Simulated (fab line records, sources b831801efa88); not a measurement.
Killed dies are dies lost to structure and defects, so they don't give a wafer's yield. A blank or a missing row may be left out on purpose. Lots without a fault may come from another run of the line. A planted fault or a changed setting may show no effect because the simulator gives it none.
fab line records | flow sfq_line
record lots=7 wafers=21 last_day=100
route steps=325 shown I2@107 M3@118 I3@133 M4@148 M8@325
lots that met no fault: from a run of the same line without faults
start_h: hours from the record's first day to the start of the lot's first wafer shown | wait_h: hours since the lot's step before | " the same as in the row above | L1.1+2: a row that stands for several wafers | - no value, or no start given | * or withheld: withheld | < > ~ a bound
route shown NAME@n: a module of which the file shows steps, and the number in the route of the first | usual: mean/standard deviation of fault-free wafers | same: alike in all rows | chamber/n: place in a boat | sites: the reading at each site | _std_site: their standard deviation | _edge_site: outer sites' mean less inner sites' | radius_mm: how far each site lies from the wafer's centre | mask NAME#n: copy n | behind: the tool/chamber that last shaped the wafer | hold: why the lot was held/for how many hours/how that ended | device: the transistor (n, p or np) that didn't switch | end of line: the same wafers' tests at the end of the route | a step without rows: its recipe alone | killed: dies lost to structure and defects at the first sort, not the wafer's yield | map: a wafer's dies, x killed, . not, _ none there
set.NAME: the setting as run; set.NAME@STEP: as run at that earlier step | model.NAME: the simulator's own value behind a step, which no gauge read
lots at some steps of the route; a table a step, a row a wafer
services: from which hour (start_h, from the record's first day; less than 0 if before it) a tool's chamber was out of use, for how many hours, and why
## steps
# step SFQ_TRILAYER_I2_VIA_LITHO_COAT_072
# recipe resist=BARC spin_rpm=3000 resist_thk_nm=62
# step SFQ_TRILAYER_I2_VIA_LITHO_COAT_067
# recipe resist=KrF spin_rpm=3000 resist_thk_nm=650
# step SFQ_TRILAYER_I2_VIA_LITHO_SOFTBAKE_071
# recipe temp_c=withheld time_s=withheld resist=KrF
# step SFQ_TRILAYER_I2_VIA_LITHO_EXPOSE_068
# recipe mask_id=I2 na=0.6 source_shape=conventional sigma_outer=0.65 target_cd_nm=500 dose_mj=21.3
# step SFQ_TRILAYER_I2_VIA_LITHO_PEB_070
# recipe peb_temp_c=115 peb_time_s=60 resist=KrF
# step SFQ_TRILAYER_I2_VIA_LITHO_DEVELOP_069
# recipe time_s=60 resist=KrF
# step SFQ_I2_OVL_MEAS_918
# usual I2_OVL=0/5.4
# columns lot.wafer tool chamber start_h wait_h I2_OVL[nm]
L521.2 overlay-02 - 1064.87 0.1 -3
L521.4 " - " " -8
L521.6 " - " " -14
L522.1 overlay-01 - 1070.87 0.1 -6
L522.3 " - " " -7
L522.5 " - " " -1
L523.1 overlay-02 - 1076.87 0.1 -4
L523.4 " - " " 2
L523.5 " - " " -4
L524.1 overlay-02 - 1084.07 0.1 -11
L524.3 " - " " -8
L524.5 " - " " -9
L534.3 overlay-01 - 1200.04 0.1 2
L534.4 " - " " 9
L534.6 " - " " 10
L535.1 overlay-02 - 1203.63 0.1 7
L535.5 " - " " 2
L535.6 " - " " 3
L543.2 overlay-02 - 1274.56 0.1 0
L543.4 " - " " -5
L543.5 " - " " 7
# step SFQ_TRILAYER_I2_VIA_BARC_OPEN_VIA_ETCH_096
# recipe mask_material=PR chemistry=O2 target_depth_nm=125 target=BARC source_w=500 bias_w=80 pressure_mtorr=30 time_s=41.7
# step SFQ_TRILAYER_I2_VIA_ETCH_VIA_ETCH_070
# recipe target=SiO2 stop_on=Nb mask_material=PR taper_deg=20 chemistry=CHF3 target_depth_nm=260 source_w=500 bias_w=80 pressure_mtorr=30 time_s=withheld
# usual chamber_pressure_mTorr=29.996/0.029 drypump_motor_current_A=5.8/0.49 oes_product_au=0.854/0.0058
# columns lot.wafer tool chamber start_h wait_h chamber_pressure_mTorr drypump_motor_current_A oes_product_au
L521.2 rie_diel-01 1 1064.94 0.0 29.985 6.1 0.847
L521.4 " 3 " " 29.988 5.2 0.840
L521.6 " 3 " " 29.991 5.2 0.856
L522.1 rie_diel-01 2 1070.94 0.0 30.005 5.4 0.848
L522.3 " 3 " " 29.967 5.2 0.851
L522.5 " 2 " " 29.988 5.4 0.849
L523.1 rie_diel-02 0 1076.94 0.0 30.000 6.7 0.851
L523.4 " 2 " " 30.005 6.1 0.849
L523.5 " 1 " " 29.999 5.6 0.857
L524.1 rie_diel-03 2 1084.14 0.0 30.039 5.4 0.847
L524.3 " 1 " " 30.008 6.5 0.845
L524.5 " 2 " " 29.998 5.5 0.841
L534.3 rie_diel-03 1 1200.11 0.0 30.025 6.4 0.854
L534.4 " 3 " " 29.952 5.1 0.853
L534.6 " 2 " " 30.022 5.4 0.865
L535.1 rie_diel-02 1 1203.71 0.0 30.004 5.6 0.849
L535.5 " 3 " " 29.999 5.5 0.853
L535.6 " 2 " " 29.957 6.1 0.855
L543.2 rie_diel-01 3 1274.63 0.0 30.041 5.2 0.860
L543.4 " 1 " " 29.966 6.1 0.870
L543.5 " 3 " " 30.040 5.2 0.854
# step SFQ_TRILAYER_I2_VIA_STRIP_STRIP_071
# recipe gas=O2 power_w=200 platen_temp_c=40 overash_fraction=0.65 chemistry=O2 pressure_mtorr=50
# step SFQ_TRILAYER_I2_VIA_STRIP_SOLV_CLEAN_072
# recipe chemistry=NMP temp_c=70 time_s=600
# step SFQ_TRILAYER_M3_DEP_PRE_CLEAN_074
# recipe gas=Ar time_s=22.5 bias_v=250
# step SFQ_TRILAYER_M3_DEP_SPUTTER_073
# recipe material=Nb base_pressure_pa=1.33e-06 chamber_pressure_pa=0.1333 substrate_temp_c=20 resputter_cathode_voltage_v=400 target_thk_nm=200 power_w=2000 time_s=133.3
# usual cathode_dc_power_W=2000.0/0.37 throttle_valve_pct=30.0/1.2
# columns lot.wafer tool chamber start_h wait_h cathode_dc_power_W throttle_valve_pct model.Nb_of_TRILAYER_M3_DEP_SPUTTER_073.thk_nm
L521.2 pvd_sputter-05 - 1065.86 0.0 2000.1 31.1 198.5
L521.4 " - " " 2000.3 31.0 198.7
L521.6 " - " " 2000.2 31.5 200
L522.1 pvd_sputter-05 - 1071.88 0.0 1875.8 31.1 187.3
L522.3 " - " " 1875.3 31.3 187.4
L522.5 " - " " 1875.6 28.9 188.4
L523.1 pvd_sputter-05 - 1077.86 0.0 1875.9 28.8 189
L523.4 " - " " 1875.7 31.3 191.1
L523.5 " - " " 1874.7 31.1 189.4
L524.1 pvd_sputter-05 - 1085.08 0.0 1876.0 31.1 188.6
L524.3 " - " " 1875.2 28.6 190.4
L524.5 " - " " 1874.9 31.3 188.9
L534.3 pvd_sputter-05 - 1201.20 0.0 2000.3 29.1 198.6
L534.4 " - " " 2000.3 31.3 198.9
L534.6 " - " " 2000.1 31.3 197.6
L535.1 pvd_sputter-04 - 1204.62 0.0 2000.7 30.6 206
L535.5 " - " " 2000.2 28.3 204.2
L535.6 " - " " 2000.1 30.3 204.9
L543.2 pvd_sputter-04 - 1275.55 0.0 1999.7 29.2 202.7
L543.4 " - " " 2000.1 28.3 203
L543.5 " - " " 1999.7 29.3 203.7
# step SFQ_M3_RS_MEAS_919
# recipe thk_meas_gauge=four-point-probe reads=Nb_of_TRILAYER_M3_DEP_SPUTTER_073
# usual M3_NB_RS=0.889/0.01
# columns lot.wafer tool chamber start_h wait_h M3_NB_RS[ohm/sq]
L521.2 film_metro-04 - 1065.97 0.1 0.894
L521.4 " - " " 0.894
L521.6 " - " " 0.890
L522.1 film_metro-01 - 1071.97 0.0 0.951
L522.3 " - " " 0.951
L522.5 " - " " 0.946
L523.1 film_metro-03 - 1077.95 0.0 0.944
L523.4 " - " " 0.933
L523.5 " - " " 0.942
L524.1 film_metro-03 - 1085.17 0.0 0.946
L524.3 " - " " 0.936
L524.5 " - " " 0.943
L534.3 film_metro-04 - 1201.34 0.1 0.895
L534.4 " - " " 0.893
L534.6 " - " " 0.899
L535.1 film_metro-03 - 1204.71 0.0 0.865
L535.5 " - " " 0.870
L535.6 " - " " 0.869
L543.2 film_metro-04 - 1275.66 0.1 0.876
L543.4 " - " " 0.875
L543.5 " - " " 0.873
# step SFQ_TRILAYER_M3_LITHO_COAT_080
# recipe resist=BARC spin_rpm=3000 resist_thk_nm=62
# step SFQ_TRILAYER_M3_LITHO_COAT_075
# recipe resist=KrF spin_rpm=3000 resist_thk_nm=600
# step SFQ_TRILAYER_M3_LITHO_SOFTBAKE_079
# recipe temp_c=withheld time_s=withheld resist=KrF
# step SFQ_TRILAYER_M3_LITHO_EXPOSE_076
# recipe mask_id=M3 na=0.6 source_shape=conventional sigma_outer=0.65 target_cd_nm=500 dose_mj=14.4
# step SFQ_TRILAYER_M3_LITHO_PEB_078
# recipe peb_temp_c=115 peb_time_s=60 resist=KrF
# step SFQ_TRILAYER_M3_LITHO_DEVELOP_077
# recipe time_s=60 resist=KrF
# step SFQ_M3_OVL_MEAS_921
# usual M3_OVL=1/5.9
# columns lot.wafer tool chamber start_h wait_h M3_OVL[nm]
L521.2 overlay-02 - 1068.72 0.1 -8
L521.4 " - " " -6
L521.6 " - " " -12
L522.1 overlay-01 - 1074.40 0.1 2
L522.3 " - " " 0
L522.5 " - " " 4
L523.1 overlay-01 - 1080.98 0.1 -9
L523.4 " - " " -11
L523.5 " - " " -8
L524.1 overlay-01 - 1087.60 0.1 5
L524.3 " - " " 3
L524.5 " - " " 3
L534.3 overlay-01 - 1203.82 0.1 0
L534.4 " - " " 2
L534.6 " - " " -4
L535.1 overlay-02 - 1208.55 0.1 3
L535.5 " - " " 5
L535.6 " - " " -2
L543.2 overlay-02 - 1409.08 0.1 2
L543.4 " - " " 3
L543.5 " - " " 10
# step SFQ_TRILAYER_M3_BARC_OPEN_METAL_ETCH_100
# recipe mask_material=PR chemistry=O2 target_depth_nm=125 target=BARC icp_w=600 bias_w=80 pressure_mtorr=10 time_s=41.7
# step SFQ_TRILAYER_M3_ETCH_METAL_ETCH_078
# recipe target=Nb stop_on=SiO2 mask_material=PR chemistry=Cl2/Ar target_depth_nm=240 icp_w=600 bias_w=80 pressure_mtorr=10 time_s=120
# usual chamber_pressure_mTorr=10.000/0.011 drypump_motor_current_A=5.9/0.45 oes_product_au=0.895/0.007
# columns lot.wafer tool chamber start_h wait_h chamber_pressure_mTorr drypump_motor_current_A oes_product_au rf_hours_counter_h
L521.2 rie_metal-03 1 1068.81 0.0 9.987 5.3 0.892 2
L521.4 " 1 " " 10.001 5.3 0.889 -
L521.6 " 1 " " 9.993 5.2 0.893 -
L522.1 rie_metal-02 1 1074.49 0.0 10.008 6.4 0.865 63
L522.3 " 0 " " 10.012 5.6 0.861 -
L522.5 " 0 " " 9.986 5.6 0.864 -
L523.1 rie_metal-03 1 1081.08 0.0 9.992 5.3 0.870 4
L523.4 " 0 " " 9.992 6.0 0.869 -
L523.5 " 1 " " 9.993 5.3 0.869 -
L524.1 rie_metal-02 0 1087.69 0.0 10.001 5.6 0.860 30
L524.3 " 0 " " 10.019 5.6 0.872 -
L524.5 " 1 " " 10.006 6.4 0.871 -
L534.3 rie_metal-02 0 1203.94 0.1 10.016 5.6 0.887 -
L534.4 " 1 " " 10.004 6.3 0.892 -
L534.6 " 1 " " 9.999 6.4 0.888 -
L535.1 rie_metal-04 0 1208.65 0.0 10.013 6.7 0.900 80
L535.5 " 1 " " 10.007 6.1 0.900 -
L535.6 " 0 " " 10.007 6.7 0.908 -
L543.2 rie_metal-02 1 1409.17 0.0 10.001 6.3 0.901 105
L543.4 " 0 " " 9.979 5.6 0.893 -
L543.5 " 0 " " 10.000 5.6 0.909 -
# step SFQ_TRILAYER_M3_STRIP_STRIP_079
# recipe gas=O2 power_w=200 platen_temp_c=40 overash_fraction=0.65 chemistry=O2 pressure_mtorr=50
# step SFQ_TRILAYER_M3_STRIP_SOLV_CLEAN_080
# recipe chemistry=NMP temp_c=70 time_s=600
# step SFQ_TRILAYER_I3_DEP_PECVD_081
# recipe material=SiO2 temp_c=150 time_s=111.11 pressure_torr=2.4 rf_w=183.3 precursor=SiH4/N2O target_thk_nm=500
# step SFQ_TRILAYER_I3_CMP_CMP_082
# recipe material=SiO2 down_force_psi=3 platen_rpm=60 pad_velocity_m_s=0.94248
# usual head_pressure_psi=3.001/0.0064 motor_current_A=10.5/0.72 retaining_ring_pressure_frac=1.000/0.0048 slurry_filter_dp_kPa=13.50/0.13 time_to_endpoint_s=215/8.2
# columns lot.wafer tool chamber start_h wait_h head_pressure_psi motor_current_A retaining_ring_pressure_frac slurry_filter_dp_kPa time_to_endpoint_s
L521.4 cmp-01 2 1075.03 5.2 3.001 8.9 0.993 13.63 212
L521.2 " 3 " " 3.002 10.3 1.000 13.48 203
L521.6 " 3 1077.53 7.7 2.998 10.1 0.997 13.66 207
L522.3 cmp-02 1 1083.60 8.2 2.994 10.0 0.997 13.26 203
L522.1 " 2 " " 3.000 10.5 1.004 13.67 209
L522.5 " 1 1085.60 10.1 3.004 10.7 0.989 13.55 219
L523.1 cmp-02 0 1091.44 9.4 3.003 10.6 1.000 13.55 212
L523.4 " 1 " " 3.008 11.0 1.002 13.45 218
L523.5 " 3 1092.94 10.9 3.009 11.9 0.998 13.58 219
L524.1 cmp-01 1 1099.29 10.7 3.004 11.2 0.998 13.64 213
L524.3 " 3 1100.29 11.7 2.997 10.0 0.984 13.51 211
L524.5 " 1 1101.29 12.6 3.006 11.1 0.996 13.50 214
L534.4 cmp-01 0 1212.31 7.4 3.010 9.7 0.999 13.32 210
L534.3 " 1 " " 3.005 11.7 1.000 13.40 207
L534.6 " 2 " " 2.999 8.9 0.998 13.60 213
L535.1 cmp-02 2 1217.28 7.7 2.999 10.2 0.999 13.61 208
L535.5 " 2 1219.28 9.7 3.007 10.6 1.005 13.47 218
L535.6 " 3 " " 2.985 11.1 1.003 13.49 220
L543.2 cmp-02 0 1411.15 1.0 3.005 10.1 1.002 13.63 223
L543.4 " 1 " " 3.003 11.1 1.005 13.52 225
L543.5 " 3 1412.65 2.5 2.996 11.7 0.998 13.43 228
# step SFQ_I3_BOW_MEAS_922
# recipe mode=bow
# usual I3_BOW=3/9.3
# columns lot.wafer tool chamber start_h wait_h I3_BOW[um]
L521.2 film_metro-02 - 1078.05 2.0 9
L521.4 " - " " -11
L521.6 " - " " 4
L522.1 film_metro-04 - 1086.10 1.5 2
L522.3 " - " " -8
L522.5 " - " " -2
L523.1 film_metro-02 - 1093.94 2.0 -9
L523.4 " - " " -9
L523.5 " - " " 4
L524.1 film_metro-04 - 1102.29 2.5 10
L524.3 " - " " 19
L524.5 " - " " 11
L534.3 film_metro-02 - 1214.35 1.0 13
L534.4 " - " " 2
L534.6 " - " " 10
L535.1 film_metro-03 - 1220.28 2.5 0
L535.5 " - " " -8
L535.6 " - " " -3
L543.2 film_metro-03 - 1413.17 1.5 2
L543.4 " - " " 24
L543.5 " - " " 10
# step SFQ_TRILAYER_I3_METRO_MEASURE_083
# usual thk_nm=199.9/1.1
# columns lot.wafer tool chamber start_h wait_h thk_nm
L521.2 film_metro-02 - 1078.35 0.3 198.5
L521.4 " - " " 200.8
L521.6 " - " " 198.3
L522.1 film_metro-04 - 1086.22 0.1 201.4
L522.3 " - " " 199.9
L522.5 " - " " 201.0
L523.1 film_metro-02 - 1094.06 0.1 201.1
L523.4 " - " " 200.7
L523.5 " - " " 200.5
L524.1 film_metro-04 - 1102.41 0.1 199.8
L524.3 " - " " 198.2
L524.5 " - " " 200.4
L534.3 film_metro-02 - 1214.83 0.5 199.6
L534.4 " - " " 200.2
L534.6 " - " " 199.0
L535.1 film_metro-03 - 1220.40 0.1 198.8
L535.5 " - " " 199.7
L535.6 " - " " 200.3
L543.2 film_metro-03 - 1413.47 0.3 200.0
L543.4 " - " " 199.8
L543.5 " - " " 199.8
# step SFQ_TRILAYER_I3_VIA_LITHO_COAT_090
# recipe resist=BARC spin_rpm=3000 resist_thk_nm=62
# step SFQ_TRILAYER_I3_VIA_LITHO_COAT_085
# recipe resist=KrF spin_rpm=3000 resist_thk_nm=650
# step SFQ_TRILAYER_I3_VIA_LITHO_SOFTBAKE_089
# recipe temp_c=withheld time_s=withheld resist=KrF
# step SFQ_TRILAYER_I3_VIA_LITHO_EXPOSE_086
# recipe mask_id=I3 na=0.6 source_shape=conventional sigma_outer=0.65 target_cd_nm=500 dose_mj=21.3
# step SFQ_TRILAYER_I3_VIA_LITHO_PEB_088
# recipe peb_temp_c=115 peb_time_s=60 resist=KrF
# step SFQ_TRILAYER_I3_VIA_LITHO_DEVELOP_087
# recipe time_s=60 resist=KrF
# step SFQ_I3_OVL_MEAS_923
# usual I3_OVL=-1/5.5
# columns lot.wafer tool chamber start_h wait_h I3_OVL[nm]
L521.2 overlay-01 - 1224.04 0.1 -10
L521.4 " - " " -11
L521.6 " - " " -14
L522.1 overlay-02 - 1230.03 0.1 -9
L522.3 " - " " -15
L522.5 " - " " -16
L523.1 overlay-01 - 1239.63 0.1 -3
L523.4 " - " " -7
L523.5 " - " " -6
L524.1 overlay-02 - 1249.36 0.1 -12
L524.3 " - " " -13
L524.5 " - " " -7
L534.3 overlay-02 - 1353.89 0.1 1
L534.4 " - " " -2
L534.6 " - " " 3
L535.1 overlay-01 - 1361.08 0.1 4
L535.5 " - " " 0
L535.6 " - " " 2
L543.2 overlay-02 - 1417.58 0.1 0
L543.4 " - " " 0
L543.5 " - " " -1
# step SFQ_TRILAYER_I3_VIA_BARC_OPEN_VIA_ETCH_121
# recipe mask_material=PR chemistry=O2 target_depth_nm=125 target=BARC source_w=500 bias_w=80 pressure_mtorr=30 time_s=41.7
# usual chamber_pressure_mTorr=29.998/0.028 drypump_motor_current_A=5.8/0.44 oes_product_au=0.685/0.0048
# columns lot.wafer tool chamber start_h wait_h chamber_pressure_mTorr drypump_motor_current_A oes_product_au rf_hours_counter_h
L521.2 rie_diel-03 3 1224.07 0.0 29.969 5.1 0.697 7
L521.4 " 0 " " 29.989 5.4 0.678 1
L521.6 " 2 " " 29.971 5.4 0.686 -
L522.1 rie_diel-03 2 1230.07 0.0 29.978 5.5 0.691 7
L522.3 " 3 " " 30.022 5.1 0.686 7
L522.5 " 1 " " 29.970 6.5 0.684 -
L523.1 rie_diel-03 1 1239.67 0.0 29.999 6.5 0.684 9
L523.4 " 0 " " 30.010 5.4 0.689 1
L523.5 " 0 " " 29.962 5.4 0.688 -
L524.1 rie_diel-04 1 1249.39 0.0 30.022 6.0 0.689 7
L524.3 " 2 " " 29.930 5.6 0.677 16
L524.5 " 1 " " 30.012 6.0 0.689 -
L534.3 rie_diel-02 1 1353.91 0.0 29.955 5.6 0.690 11
L534.4 " 0 " " 30.012 6.7 0.682 9
L534.6 " 3 " " 30.021 5.5 0.689 -
L535.1 rie_diel-02 0 1361.11 0.0 29.993 6.7 0.678 9
L535.5 " 3 " " 29.940 5.5 0.679 -
L535.6 " 2 " " 29.955 6.1 0.683 -
L543.2 rie_diel-04 0 1417.61 0.0 30.003 6.2 0.686 18
L543.4 " 3 " " 30.048 5.7 0.682 10
L543.5 " 0 " " 29.993 6.2 0.686 -
# step SFQ_TRILAYER_I3_VIA_ETCH_VIA_ETCH_088
# recipe target=SiO2 stop_on=Nb mask_material=PR taper_deg=20 chemistry=CHF3 target_depth_nm=260 source_w=500 bias_w=80 pressure_mtorr=30 time_s=withheld
# step SFQ_TRILAYER_I3_VIA_STRIP_STRIP_089
# recipe gas=O2 power_w=200 platen_temp_c=40 overash_fraction=0.65 chemistry=O2 pressure_mtorr=50
# usual chamber_pressure_mTorr=50.00/0.047 drypump_motor_current_A=6.0/0.41 oes_product_au=1.004/0.0077
# columns lot.wafer tool chamber start_h wait_h chamber_pressure_mTorr drypump_motor_current_A oes_product_au rf_hours_counter_h
L521.2 rie_metal-02 0 1224.22 - 49.99 5.6 1.017 49
L521.4 " 0 " " 49.97 5.6 1.012 -
L521.6 " 0 " " 49.95 5.6 1.011 -
L522.1 rie_metal-01 0 1230.22 - 49.96 5.9 0.999 121
L522.3 " 0 " " 49.99 5.8 0.996 -
L522.5 " 0 " " 50.00 5.8 0.998 -
L523.1 rie_metal-01 0 1239.82 - 50.07 5.8 1.004 124
L523.4 " 0 " " 50.02 5.8 1.004 -
L523.5 " 0 " " 49.96 5.8 1.009 -
L524.1 rie_metal-02 0 1249.55 - 49.99 5.6 1.001 51
L524.3 " 0 " " 49.96 5.6 1.010 -
L524.5 " 1 " " 49.99 6.4 0.996 -
L534.3 rie_metal-04 0 1354.26 - 50.08 6.7 0.991 -
L534.4 " 1 " " 49.96 6.1 1.011 -
L534.6 " 0 " " 50.01 6.7 1.006 -
L535.1 rie_metal-02 0 1361.26 - 49.98 5.6 1.001 63
L535.5 " 1 " " 49.94 6.3 0.994 -
L535.6 " 0 " " 50.03 5.6 1.011 -
L543.2 rie_metal-04 1 1417.96 - 50.07 6.1 1.008 -
L543.4 " 1 " " 50.03 6.1 1.007 -
L543.5 " 1 " " 50.01 6.1 1.009 -
# step SFQ_TRILAYER_I3_VIA_STRIP_SOLV_CLEAN_090
# recipe chemistry=NMP temp_c=70 time_s=600
# step SFQ_TRILAYER_M4_DEP_PRE_CLEAN_092
# recipe gas=Ar time_s=22.5 bias_v=250
# step SFQ_M8_BOW_MEAS_951
# recipe mode=bow
# usual M8_BOW=11/11
# columns lot.wafer tool chamber start_h wait_h M8_BOW[um] model.etest.m3.ohm_um model.etest.i2.link_ohm model.etest.m3.ohm_sq model.etest.i3.link_ohm
L521.2 film_metro-02 - 2059.86 0.0 18 1.784 1.961 0.897 1.964
L521.4 " - " " -1 1.785 1.952 0.8958 1.957
L521.6 " - " " 13 1.775 1.944 0.8903 1.962
L522.1 film_metro-02 - 2063.44 0.0 5 1.918 2.041 0.9504 2.024
L522.3 " - " " -3 1.923 2.041 0.9498 2.031
L522.5 " - " " 2 1.909 2.033 0.9449 2.02
L523.1 film_metro-03 - 2064.64 0.0 1 1.887 2.04 0.9418 2.012
L523.4 " - " " 0 1.873 2.026 0.9317 2.013
L523.5 " - " " 13 1.885 2.033 0.94 2.006
L524.1 film_metro-03 - 2069.52 0.0 12 1.911 2.036 0.9438 2.004
L524.3 " - " " 20 1.888 2.017 0.9349 2.005
L524.5 " - " " 11 1.891 2.037 0.9422 2.02
L534.3 film_metro-01 - 2292.55 0.0 16 1.797 2.003 0.8965 1.968
L534.4 " - " " 5 1.783 1.994 0.895 1.961
L534.6 " - " " 13 1.789 2.013 0.901 1.972
L535.1 film_metro-01 - 2303.00 0.0 10 1.728 1.946 0.8642 1.947
L535.5 " - " " 4 1.748 1.942 0.8718 1.973
L535.6 " - " " 8 1.734 1.951 0.8688 1.949
L543.2 film_metro-03 - 2408.42 0.0 2 1.753 1.965 0.8781 1.953
L543.4 " - " " 24 1.756 1.961 0.8769 1.938
L543.5 " - " " 9 1.746 1.946 0.8737 1.952
## services
# columns tool chamber start_h hours kind
rie_metal-02 - 1052.81 0.2 repair
cmp-02 - 1055.29 0.4 repair
rie_diel-02 2 1062.31 3.4 repair
cmp-02 - 1064.85 3.3 pm
rie_diel-03 2 1099.24 8.4 repair
cmp-02 - 1103.49 1.5 repair
cmp-02 - 1113.84 0.3 repair
pvd_sputter-05 - 1131.48 11.2 repair
rie_metal-02 - 1136.61 0.9 repair
rie_diel-02 2 1136.85 11.0 repair
cmp-02 - 1148.58 1.0 repair
cmp-02 - 1153.76 0.6 repair
cmp-02 - 1179.80 6.4 repair
cmp-02 - 1195.62 11.4 pm
rie_diel-03 0 1198.97 5.4 repair
rie_diel-03 0 1207.74 8.6 repair
cmp-02 - 1208.89 2.4 repair
cmp-02 - 1234.66 0.8 repair
cmp-02 - 1257.54 4.0 pm
rie_diel-03 - 1329.03 14.6 pm
rie_diel-03 1 1357.14 23.4 repair
rie_metal-02 - 1366.26 2.8 pm
rie_metal-02 1 1373.43 2.6 repair
rie_diel-03 - 1394.89 2.8 pm
## key
first_sign step=SFQ_TRILAYER_M3_DEP_SPUTTER_073 reading=cathode_dc_power_W direction=down sigmas=99+ usual=2000.0 struck=1875.5
effect step=SFQ_M3_RS_MEAS_919 reading=M3_NB_RS direction=up sigmas=5.3 usual=0.889 struck=0.944
effect step=SFQ_TRILAYER_M3_ETCH_METAL_ETCH_078 reading=oes_product_au direction=down sigmas=4 usual=0.895 struck=0.867
model_effect step=SFQ_TRILAYER_M3_DEP_SPUTTER_073 value=Nb_of_TRILAYER_M3_DEP_SPUTTER_073.thk_nm without=201.4 struck=189
model_effect step=SFQ_M8_BOW_MEAS_951 value=etest.m3.ohm_um without=1.781 struck=1.898
met_at SFQ_TRILAYER_M3_DEP_SPUTTER_073
struck_wafers L522.1,L522.3,L522.5,L523.1,L523.4,L523.5,L524.1,L524.3,L524.5
onset_between 1065.86 1071.88
fault kind=process_parameter_drift tool=pvd_sputter-05 chamber=- onset_h=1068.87 steps=SFQ_TRILAYER_M3_DEP_SPUTTER_073 channel=power_w offset=-124.25 shape=step end_h=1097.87 acts_in=these_recipes_only stated=2000
